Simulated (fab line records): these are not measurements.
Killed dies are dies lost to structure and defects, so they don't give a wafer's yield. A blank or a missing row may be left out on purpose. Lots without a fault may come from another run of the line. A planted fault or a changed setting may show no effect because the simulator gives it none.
A lot that was struck, set against a sound lot	flow gf180mcu	44 out of 602 route steps
Sound: these wafers, L552.2, L552.4, L552.5. Struck: wafers L546.1, L546.2, L546.5. The cause is given at the end.
Order at every step that has rows: each side's tool, ch and its chambers, its first start. Under that, the readings that differ: sound wafers	struck wafers	difference of the means	sigmas: that difference in standard deviations of wafers without a fault.
alike: a reading whose means differ by less than 2 such deviations, as well as words and numbers matching on both sides. not compared: withheld readings; readings where some wafer has no value; bounds like >300 that might hide an equal value; numbers whose values overlap and for which the record gives no deviation.
The two part at a step that has a row with sigmas, a row that says differs or no value, or rows on one side only. When numbers do not overlap yet have no deviation, they are printed without sigmas and do not part them. A reading that every wafer of one side lacks parts them only if that side has two wafers or more.

first, 2 steps without rows for these wafers: GF_DNWELL_DEVELOP_06 (develop time 60 s); GF_DNWELL_IMPLANT_07.
GF_DNWELL_STRIP_08: strips in O2/N2.
  sound on plasmaAsher-04 ch 1, day 6 14:49; struck on plasmaAsher-03 ch 0,1, day 5 07:22
  alike: drypumpMotorCurrentA, heaterPowerW, oesProductAu, stripTimeToEndpointS
  not compared: rfHoursCounterH
GF_DNWELL_TW_MEAS_09:
  sound: filmMetro-03 at day 6 14:55; struck: filmMetro-04 at day 5 07:28
  alike: DNWELL_TW
then, 7 steps without rows for these wafers: GF_NWELL_DEHYDRATE_00 (time 60 s); GF_NWELL_HMDS_01 (prime time 60 s); GF_NWELL_COAT_02 (resist thk 3000 nm); GF_NWELL_SOFTBAKE_03; GF_NWELL_EXPOSE_04 (exposes mask Nwell, target cd 860 nm); GF_NWELL_PEB_05; GF_NWELL_DEVELOP_06 (develop time 60 s).
GF_NWELL_OVL_MEAS_07:
  sound: overlay-02 at day 7 06:02; struck: overlay-01 at day 5 21:31
  alike: NWELL_OVL
GF_NWELL_IMPLANT_08:
  sound on implanter-03 ch 0, day 7 06:05; struck on implanter-03 ch 0, day 5 21:52
  alike: faradayCurrentUA
after that, 1 step had no rows for these wafers: GF_NWELL_IMPLANT_09.
GF_NWELL_STRIP_10: strips in O2/N2.
  sound on plasmaAsher-03 ch 0,1, day 7 06:22; struck on plasmaAsher-04 ch 0,1, day 5 22:10
reading	sound	struck	difference	sigmas
heaterPowerW (W)	290 264 261	345 354 342	+75	+2
  alike: drypumpMotorCurrentA, oesProductAu, stripTimeToEndpointS
  not compared: rfHoursCounterH
GF_NWELL_TW_MEAS_11:
  sound: filmMetro-01 at day 7 06:28; struck: filmMetro-01 at day 5 22:29
reading	sound	struck	difference	sigmas
NWELL_TW	1559 1551 1554	1919 1914 1922	+364	+23
then, 7 steps without rows for these wafers: GF_LVPWELL_DEHYDRATE_00 (time 60 s); GF_LVPWELL_HMDS_01 (prime time 60 s); GF_LVPWELL_COAT_02 (resist thk 3000 nm); GF_LVPWELL_SOFTBAKE_03; GF_LVPWELL_EXPOSE_04 (exposes mask LVPWELL, target cd 600 nm); GF_LVPWELL_PEB_05; GF_LVPWELL_DEVELOP_06 (develop time 60 s).
GF_LVPWELL_OVL_MEAS_07:
  sound: overlay-02 at day 7 21:47; struck: overlay-01 at day 6 12:28
  alike: LVPWELL_OVL
then, 2 steps without rows for these wafers: GF_LVPWELL_IMPLANT_08; GF_LVPWELL_IMPLANT_09.
GF_LVPWELL_STRIP_10: strips in O2/N2.
  sound on plasmaAsher-01 ch 0, day 7 22:07; struck on plasmaAsher-03 ch 0,1, day 6 13:07
reading	sound	struck	difference	sigmas
stripTimeToEndpointS (s)	36.79 36.83 36.82	37.12 37.01 37.09	+0.26	+2
  alike: drypumpMotorCurrentA, heaterPowerW, oesProductAu
  not compared: rfHoursCounterH
GF_LVPWELL_TW_MEAS_11:
  sound: filmMetro-02 at day 7 22:13; struck: filmMetro-04 at day 6 13:13
  alike: LVPWELL_TW
then, 7 steps without rows for these wafers: GF_MVSD_DEHYDRATE_00 (time 60 s); GF_MVSD_HMDS_01 (prime time 60 s); GF_MVSD_COAT_02 (resist thk 3000 nm); GF_MVSD_SOFTBAKE_03; GF_MVSD_EXPOSE_04 (exposes mask MVSD, target cd 1000 nm); GF_MVSD_PEB_05; GF_MVSD_DEVELOP_06 (develop time 60 s).
GF_MVSD_OVL_MEAS_07:
  sound: overlay-02 at day 8 13:34; struck: overlay-02 at day 7 04:31
  alike: MVSD_OVL
then, 2 steps without rows for these wafers: GF_MVSD_IMPLANT_08; GF_MVSD_IMPLANT_09.
GF_MVSD_STRIP_10: strips in O2/N2.
  sound on plasmaAsher-02 ch 0,1, day 8 13:53; struck on plasmaAsher-01 ch 0,1, day 7 04:51
reading	sound	struck	difference	sigmas
heaterPowerW (W)	344 317 318	371 381 365	+46	+2
stripTimeToEndpointS (s)	36.89 36.87 36.74	37.10 37.07 37.10	+0.26	+2
  alike: drypumpMotorCurrentA, oesProductAu
  not compared: rfHoursCounterH
GF_MVSD_TW_MEAS_11:
  sound: filmMetro-02 at day 8 14:00; struck: filmMetro-02 at day 7 04:57
  alike: MVSD_TW
then, 2 steps without rows for these wafers: GF_MVPSD_DEHYDRATE_00 (time 60 s); GF_MVPSD_HMDS_01 (prime time 60 s).
-- the record jumps here: 3 days lie between the struck wafers' starts before and after --
GF_VT_IMPLANT_RS_MEAS_47: measures by four-point-probe.
  sound: filmMetro-02 at day 12 08:14; struck: filmMetro-01 at day 10 16:56
reading	sound	struck	difference	sigmas
NWELL_RS (ohm/sq)	487.4 487.3 487.1	349.2 350.6 349.6	-137.5	-99 or more
GF_PASSIVATION_PROBE_99:
  sound wafers here have rows in the record (prober-01, day 33 18:04); struck ones have none

== WHERE THEY PART ==
First at GF_NWELL_STRIP_10; last, within this record, at GF_PASSIVATION_PROBE_99.

WHY: what the simulator had put in
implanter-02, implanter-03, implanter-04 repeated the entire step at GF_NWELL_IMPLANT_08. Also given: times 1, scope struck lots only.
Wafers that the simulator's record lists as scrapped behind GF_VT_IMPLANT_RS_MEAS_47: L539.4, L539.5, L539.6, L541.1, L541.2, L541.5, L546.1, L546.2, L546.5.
